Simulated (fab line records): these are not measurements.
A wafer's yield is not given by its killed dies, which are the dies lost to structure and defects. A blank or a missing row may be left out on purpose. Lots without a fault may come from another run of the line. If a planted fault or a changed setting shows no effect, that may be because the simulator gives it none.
Code-filled problem report in 8D (eight disciplines) form + flow sky130 + the parts of the form that need people (team, actions taken, sign-off) are left out

1. THE ISSUE
rotation_deg at SKY_LDD_N_IMPLANT_12 reads a mean of 82.315 degrees on 6 wafers of 2 lots; wafers without a fault read 0.006 degrees with a standard deviation of 0.02. That is +99 or more standard deviations from the usual mean.
First observed at day 22 19:53: wafer L856.4, on implanter-02. The record has a number at this step for 42 wafers belonging to 14 lots. Rule for "out", or "out of limits": more than 4 standard deviations from the usual mean. Any other wafer with a number is counted as sound.

2. WHAT IT IS, AND WHAT IT ISN'T
| question                    | is                     | is not                                                                          |
|-----------------------------|------------------------|---------------------------------------------------------------------------------|
| which readings at this step | rotation_deg           | -                                                                               |
| which lots                  | L856, L858             | L842, L843, L846, L847, L850, L851, L852, L853, L854, L863, L864, L865          |
| which wafers of those lots  | all that have a number | -                                                                               |
| read on which tools         | implanter-02           | implanter-03, implanter-04                                                      |
| when                        | from day 22 19:53      | up to then (27 sound wafers); but 9 sound wafers of L863, L864, L865 came after |

3. WHAT RULES OUT EACH SUSPECT
Counting: a tool at a process step up to the reading stays a suspect if it ran every lot that is out and no sound lot after the first of them.
- implanter-02 at SKY_LDD_N_IMPLANT_12: kept. It ran every lot that is out, first L856 (day 22 19:53), and no sound lot after that; its last sound lot up to then is L853 (day 22 00:41). Its own readings are out on those wafers: rotation_deg.
Remaining after the count: implanter-02 at SKY_LDD_N_IMPLANT_12.

4. THE CAUSE (what the simulator had put in)
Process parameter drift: implanter-02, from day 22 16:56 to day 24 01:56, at SKY_LDD_N_IMPLANT_12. The setting rotation_deg was moved by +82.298, starting from 0. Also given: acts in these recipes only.
Counting left only this tool.

5. THE CHAIN OF EFFECTS, in route order
Each row: a reading where the mean over the struck wafers with a number is more than 3 standard deviations away from the usual. Only readings whose record carries a usual standard deviation are examined. hours: median over the lots of the time between each lot's start at the first step of this table that gives one and its start at this step. sigmas: the change, counted in usual standard deviations.
| hours | step                 | reading      | usual         | on struck wafers | change  | sigmas      |
|-------|----------------------|--------------|---------------|------------------|---------|-------------|
| 0     | SKY_LDD_N_IMPLANT_12 | rotation_deg | 0.006 degrees | 82.315           | +82.309 | +99 or more |
The process steps in it:
- SKY_LDD_N_IMPLANT_12
Later steps that measure or inspect, where all struck wafers having a row at the step show a number for every such reading and not one has moved that far: SKY_LDD_P_CD_MEAS_07.

6. WHAT WOULD HAVE CAUGHT IT SOONER
3 hours passed between the start of the fault at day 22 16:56 and the first reading out of limits in this record, taken at day 22 19:53.
